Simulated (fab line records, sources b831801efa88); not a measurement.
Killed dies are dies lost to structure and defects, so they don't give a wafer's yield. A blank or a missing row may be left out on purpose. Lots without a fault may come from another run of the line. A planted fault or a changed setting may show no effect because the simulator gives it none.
Chamber matching | flow gf180mcu | GF_M5_ETCH_09 on rie_diel-01: 4 sister chambers
The step etches Si3N4 in CF4/O2, target depth 52 nm, time 11.6 s. 8 wafers are shown with their chamber, then 9 later ones without.

WAFERS WITH THEIR CHAMBER
wafer  | chamber | drypump_motor_current_A (A) | throttle_valve_pct (%)
L528.4 | 2       | 5.7                         | 5.970
L533.2 | 0       | 6.3                         | 5.979
L533.4 | 2       | 5.7                         | 5.963
L536.2 | 0       | 6.2                         | 5.984
L539.4 | 1       | 5.2                         | 5.972
L540.2 | 3       | 5.9                         | 5.968
L540.3 | 1       | 5.2                         | 5.962
L540.6 | 3       | 5.9                         | 5.972

WAFERS WITHOUT THEIR CHAMBER
wafer  | drypump_motor_current_A (A) | throttle_valve_pct (%)
L543.1 | 5.7                         | 5.976
L543.2 | 6.3                         | 5.976
L543.5 | 5.8                         | 5.955
L544.2 | 6.2                         | 5.955
L544.5 | 5.2                         | 5.964
L544.6 | 5.7                         | 5.951
L550.3 | 5.2                         | 5.975
L550.4 | 6.2                         | 5.981
L550.5 | 5.8                         | 5.975

WHICH CHAMBER EACH WENT THROUGH
wafer  | from the rows above     | in truth
L543.1 | 2                       | 2
L543.2 | 0                       | 0
L543.5 | can't be placed: 2 or 3 | 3
L544.2 | 0                       | 0
L544.5 | 1                       | 1
L544.6 | 2                       | 2
L550.3 | 1                       | 1
L550.4 | 0                       | 0
L550.5 | can't be placed: 3 or 2 | 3
Placed correctly: 7 of 9. Can't be placed from these rows: 2 (the true chamber is among the candidates in 2). Placed wrongly: 0.
How it was worked out, from the rows above alone: a wafer's distance from a chamber is the root of the sum, over the readings, of the square of ((its reading less the chamber's mean) divided by the reading's scatter). The wafer belongs to the nearest chamber; if the next one is less than 2 further off, it can't be placed. A chamber's mean is the mean of its shown wafers. The scatter: the root of (the sum of the squares of (reading less its chamber's mean) over the shown wafers, divided by (wafers less chambers)).
